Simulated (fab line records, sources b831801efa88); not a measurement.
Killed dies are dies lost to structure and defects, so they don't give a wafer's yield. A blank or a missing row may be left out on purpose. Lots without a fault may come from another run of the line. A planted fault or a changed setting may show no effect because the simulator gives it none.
fab line records | flow gf180mcu
record lots=6 wafers=18 last_day=34
route steps=602 shown STI@28 DNWELL@32 NWELL@42 LVPWELL@54
lots that met no fault: from a run of the same line without faults
start_h: hours from the record's first day to the start of the lot's first wafer shown | wait_h: hours since the lot's step before | " the same as in the row above | L1.1+2: a row that stands for several wafers | - no value, or no start given | * or withheld: withheld | < > ~ a bound
route shown NAME@n: a module of which the file shows steps, and the number in the route of the first | usual: mean/standard deviation of fault-free wafers | same: alike in all rows | chamber/n: place in a boat | sites: the reading at each site | _std_site: their standard deviation | _edge_site: outer sites' mean less inner sites' | radius_mm: how far each site lies from the wafer's centre | mask NAME#n: copy n | behind: the tool/chamber that last shaped the wafer | hold: why the lot was held/for how many hours/how that ended | device: the transistor (n, p or np) that didn't switch | end of line: the same wafers' tests at the end of the route | a step without rows: its recipe alone | killed: dies lost to structure and defects at the first sort, not the wafer's yield | map: a wafer's dies, x killed, . not, _ none there
set.NAME: the setting as run; set.NAME@STEP: as run at that earlier step | model.NAME: the simulator's own value behind a step, which no gauge read
lots at some steps of the route; a table a step, a row a wafer
services: from which hour (start_h, from the record's first day; less than 0 if before it) a tool's chamber was out of use, for how many hours, and why
## steps
# step GF_STI_WET_ETCH_27
# recipe chemistry=H3PO4 target_depth_nm=160 target=Si3N4 temp_c=160 time_s=1825
# step GF_STI_WET_ETCH_28
# recipe chemistry=dHF target_depth_nm=20 dry=ipa_marangoni target=SiO2 temp_c=25 dilution=10:1 time_s=40
# step GF_STI_OXIDATION_29
# recipe temp_c=900 ambient=O2 stabilise_s=600 purge_s=300 target_thk_a=100 ox_time_s=1418
# step GF_STI_THK_MEAS_30
# recipe reads=SiO2_of_STI_OXIDATION_29
# usual STI_OXIDATION_02_THK=10.00/0.2
# columns lot.wafer tool chamber start_h wait_h STI_OXIDATION_02_THK[nm]
L140.2 film_metro-02 - 44.24 0.0 9.55
L140.5 " - " " 9.84
L140.6 " - " " 9.79
L146.1 film_metro-04 - 76.63 0.0 10.11
L146.4 " - " " 10.13
L146.5 " - " " 10.14
L147.1 film_metro-01 - 81.82 0.0 10.04
L147.3 " - " " 9.97
L147.6 " - " " 10.13
L148.2 film_metro-04 - 87.47 0.0 10.18
L148.4 " - " " 10.20
L148.5 " - " " 10.24
L156.2 film_metro-01 - 129.31 0.0 10.02
L156.3 " - " " 10.09
L156.5 " - " " 9.99
L159.1 film_metro-02 - 142.95 0.0 10.19
L159.4 " - " " 9.99
L159.5 " - " " 10.10
# step GF_DNWELL_DEHYDRATE_00
# recipe temp_c=200 time_s=60
# step GF_DNWELL_HMDS_01
# recipe prime_time_s=60 prime_temp_c=120
# step GF_DNWELL_COAT_02
# recipe spin_rpm=2000 resist_thk_nm=3000
# step GF_DNWELL_SOFTBAKE_03
# recipe temp_c=110 time_s=withheld
# step GF_DNWELL_EXPOSE_04
# recipe mask_id=DNWELL target_cd_nm=1700 na=0.6 source_shape=conventional sigma_outer=0.6 dose_mj=260
# step GF_DNWELL_PEB_05
# recipe temp_c=115 time_s=withheld
# step GF_DNWELL_DEVELOP_06
# recipe wall_angle_deg=90 develop_time_s=60 dev_temp_c=23
# step GF_DNWELL_IMPLANT_07
# recipe species=P energy_kev=1500 dose_cm2=1e+13 tilt_deg=0
# step GF_DNWELL_STRIP_08
# recipe chemistry=O2/N2 power_w=1400 pressure_mtorr=1500 platen_temp_c=250 o2_flow_sccm=3000 n2_flow_sccm=300 overash_fraction=0.5
# usual chamber_pressure_mTorr=1499.8/1.3 drypump_motor_current_A=5.5/0.42 heater_power_w=353/80 oes_product_au=0.722/0.0044 strip_time_to_endpoint_s=36.99/0.1
# columns lot.wafer tool chamber start_h wait_h chamber_pressure_mTorr drypump_motor_current_A heater_power_w oes_product_au rf_hours_counter_h strip_time_to_endpoint_s model.coat_of_DNWELL_COAT_02.thk_nm
L140.2 plasma_asher-01 0 57.26 0.1 1499.1 5.7 341 0.718 45 37.06 0
L140.5 " 0 " " 1499.5 5.7 340 0.714 - 36.94 0
L140.6 " 1 " " 1499.8 5.6 301 0.728 - 36.98 0
L146.1 plasma_asher-02 1 89.91 0.1 1498.8 5.2 371 0.720 44 37.16 0
L146.4 " 1 " " 1500.9 5.2 385 0.722 - 37.04 0
L146.5 " 1 " " 1498.4 5.2 373 0.719 - 36.94 0
L147.1 plasma_asher-02 1 95.81 0.1 - - - - - - 2994
L147.3 " 0 " " - - - - - - 2994
L147.6 " 1 " " - - - - - - 2994
L148.2 plasma_asher-02 1 101.55 0.1 - - - - - - 3002
L148.4 " 1 " " - - - - - - 3004
L148.5 " 0 " " - - - - - - 3004
L156.2 plasma_asher-03 0 144.31 0.1 1500.2 5.6 274 0.723 44 37.12 0
L156.3 " 1 " " 1498.0 4.9 481 0.724 - 37.00 0
L156.5 " 0 " " 1500.2 5.6 276 0.724 - 37.00 0
L159.1 plasma_asher-03 0 158.11 0.1 1500.8 5.6 276 0.723 45 36.81 0
L159.4 " 1 " " 1498.6 4.9 477 0.722 - 36.87 0
L159.5 " 0 " " 1500.1 5.6 273 0.724 - 36.87 0
# step GF_DNWELL_TW_MEAS_09
# usual DNWELL_TW=1341/13
# columns lot.wafer tool chamber start_h wait_h DNWELL_TW
L140.2 film_metro-03 - 57.37 0.1 1352
L140.5 " - " " 1352
L140.6 " - " " 1349
L146.1 film_metro-01 - 90.09 0.1 1329
L146.4 " - " " 1324
L146.5 " - " " 1329
L147.1 film_metro-02 - 95.91 0.1 1337
L147.3 " - " " 1337
L147.6 " - " " 1338
L148.2 film_metro-03 - 101.66 0.1 1354
L148.4 " - " " 1357
L148.5 " - " " 1354
L156.2 film_metro-02 - 144.42 0.1 1357
L156.3 " - " " 1361
L156.5 " - " " 1365
L159.1 film_metro-03 - 158.21 0.1 1348
L159.4 " - " " 1352
L159.5 " - " " 1348
# step GF_NWELL_DEHYDRATE_00
# recipe temp_c=200 time_s=60
# step GF_NWELL_HMDS_01
# recipe prime_time_s=60 prime_temp_c=120
# step GF_NWELL_COAT_02
# recipe spin_rpm=2000 resist_thk_nm=3000
# step GF_NWELL_SOFTBAKE_03
# recipe temp_c=110 time_s=withheld
# step GF_NWELL_EXPOSE_04
# recipe mask_id=Nwell target_cd_nm=860 na=0.6 source_shape=conventional sigma_outer=0.6 dose_mj=260
# step GF_NWELL_PEB_05
# recipe temp_c=115 time_s=withheld
# step GF_NWELL_DEVELOP_06
# recipe wall_angle_deg=90 develop_time_s=60 dev_temp_c=23
# step GF_NWELL_OVL_MEAS_07
# usual NWELL_OVL=-1.1/1.5
# columns lot.wafer tool chamber start_h wait_h NWELL_OVL[nm]
L140.2 overlay-02 - 69.62 - -3.6
L140.5 " - " " -1.2
L140.6 " - " " -2.3
L146.1 overlay-02 - 104.30 - -2.1
L146.4 " - " " -0.9
L146.5 " - " " -2.0
L147.1 overlay-02 - 110.10 - -0.1
L147.3 " - " " 0.8
L147.6 " - " " -0.3
L148.2 overlay-02 - 115.82 - -2.6
L148.4 " - " " -1.3
L148.5 " - " " -0.2
L156.2 overlay-02 - 159.76 - -0.4
L156.3 " - " " -0.8
L156.5 " - " " -0.1
L159.1 overlay-02 - 174.06 - -0.8
L159.4 " - " " 1.0
L159.5 " - " " -0.3
# step GF_NWELL_IMPLANT_08
# recipe species=P energy_kev=450 dose_cm2=1.569e+13 tilt_deg=0
# step GF_NWELL_IMPLANT_09
# recipe species=P energy_kev=160 dose_cm2=4e+12 tilt_deg=0
# step GF_NWELL_STRIP_10
# recipe chemistry=O2/N2 power_w=1400 pressure_mtorr=1500 platen_temp_c=250 o2_flow_sccm=3000 n2_flow_sccm=300 overash_fraction=0.5
# usual chamber_pressure_mTorr=1500.0/1.6 drypump_motor_current_A=5.7/0.57 heater_power_w=336/35 oes_product_au=0.723/0.0045 strip_time_to_endpoint_s=37.00/0.11
# columns lot.wafer tool chamber start_h wait_h chamber_pressure_mTorr drypump_motor_current_A heater_power_w oes_product_au rf_hours_counter_h strip_time_to_endpoint_s
L140.2 plasma_asher-02 0 69.95 0.1 1498.9 6.2 290 0.720 41 36.91
L140.5 " 0 " " 1498.4 6.2 297 0.716 - 36.94
L140.6 " 1 " " 1498.8 5.2 384 0.728 - 36.99
L146.1 plasma_asher-02 1 104.64 0.1 1499.7 5.2 373 0.724 45 37.09
L146.4 " 0 " " 1501.4 6.2 300 0.726 - 37.13
L146.5 " 1 " " 1499.7 5.2 373 0.726 - 37.01
L147.1 plasma_asher-04 1 110.44 0.1 1500.5 6.5 352 0.739 32 81.14
L147.3 " 0 " " 1501.1 4.7 338 0.747 - 81.16
L147.6 " 1 " " 1502.6 6.5 362 0.740 - 81.15
L148.2 plasma_asher-01 0 116.15 0.1 1500.4 5.7 338 0.742 51 81.46
L148.4 " 0 " " 1499.6 5.7 333 0.747 - 81.30
L148.5 " 1 " " 1502.9 5.6 313 0.748 - 81.28
L156.2 plasma_asher-02 1 160.09 0.1 1501.2 5.2 394 0.723 5 37.06
L156.3 " 0 " " 1499.7 6.2 285 0.723 - 36.95
L156.5 " 0 " " 1502.3 6.3 281 0.713 - 36.89
L159.1 plasma_asher-04 0 174.39 0.1 1499.3 4.8 343 0.723 38 37.06
L159.4 " 1 " " 1500.0 6.4 367 0.724 - 36.92
L159.5 " 1 " " 1499.1 6.4 354 0.720 - 37.02
# step GF_NWELL_TW_MEAS_11
# usual NWELL_TW=1580/11
# columns lot.wafer tool chamber start_h wait_h NWELL_TW
L140.2 film_metro-01 - 70.06 0.1 1573
L140.5 " - " " 1574
L140.6 " - " " 1581
L146.1 film_metro-03 - 104.74 0.1 1606
L146.4 " - " " 1596
L146.5 " - " " 1605
L147.1 film_metro-01 - 110.54 0.1 29
L147.3 " - " " 29
L147.6 " - " " 30
L148.2 film_metro-04 - 116.26 0.1 30
L148.4 " - " " 30
L148.5 " - " " 30
L156.2 film_metro-04 - 160.20 0.1 1577
L156.3 " - " " 1584
L156.5 " - " " 1576
L159.1 film_metro-01 - 174.49 0.1 1572
L159.4 " - " " 1575
L159.5 " - " " 1579
# step GF_LVPWELL_DEHYDRATE_00
# recipe temp_c=200 time_s=60
## services
# columns tool chamber start_h hours kind
plasma_asher-03 - 39.52 14.6 pm
plasma_asher-02 - 46.34 14.6 pm
plasma_asher-03 - 72.07 1.9 repair
plasma_asher-02 - 108.82 9.0 pm
plasma_asher-02 0 108.82 9.0 vent_cycle
plasma_asher-02 1 108.82 9.0 vent_cycle
plasma_asher-02 0 117.82 - clean
plasma_asher-02 1 117.82 - clean
plasma_asher-04 - 141.68 6.3 repair
## key
first_sign step=GF_DNWELL_STRIP_08 reading=tool_record direction=missing
effect step=GF_NWELL_STRIP_10 reading=strip_time_to_endpoint_s direction=up sigmas=99+ usual=* struck=*
effect step=GF_NWELL_TW_MEAS_11 reading=NWELL_TW direction=down sigmas=99+ usual=1580 struck=30
model_effect step=GF_DNWELL_STRIP_08 value=coat_of_DNWELL_COAT_02.thk_nm without=0 struck=2999
met_at GF_DNWELL_STRIP_08
struck_wafers L147.1,L147.3,L147.6,L148.2,L148.4,L148.5
sort_left_out L147.1,L147.3,L147.6,L148.2,L148.4,L148.5
tester_left_out L147,L148
onset_between 89.91 95.81
fault kind=skipped_step_whole tool=plasma_asher-02 chamber=- onset_h=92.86 steps=GF_DNWELL_STRIP_08 scope=struck_lots_only
# tester_left_out: of these lots the tester's yield and bins aren't shown, on N5 and GAA mostly nor the transistor test; their killed dies are dies lost to structure and defects alone, not to doping, threshold or leakage, so they don't give the yield
# sort_left_out: the simulated sort isn't trusted on such a fault, so these wafers' sort isn't shown, and their yield isn't known
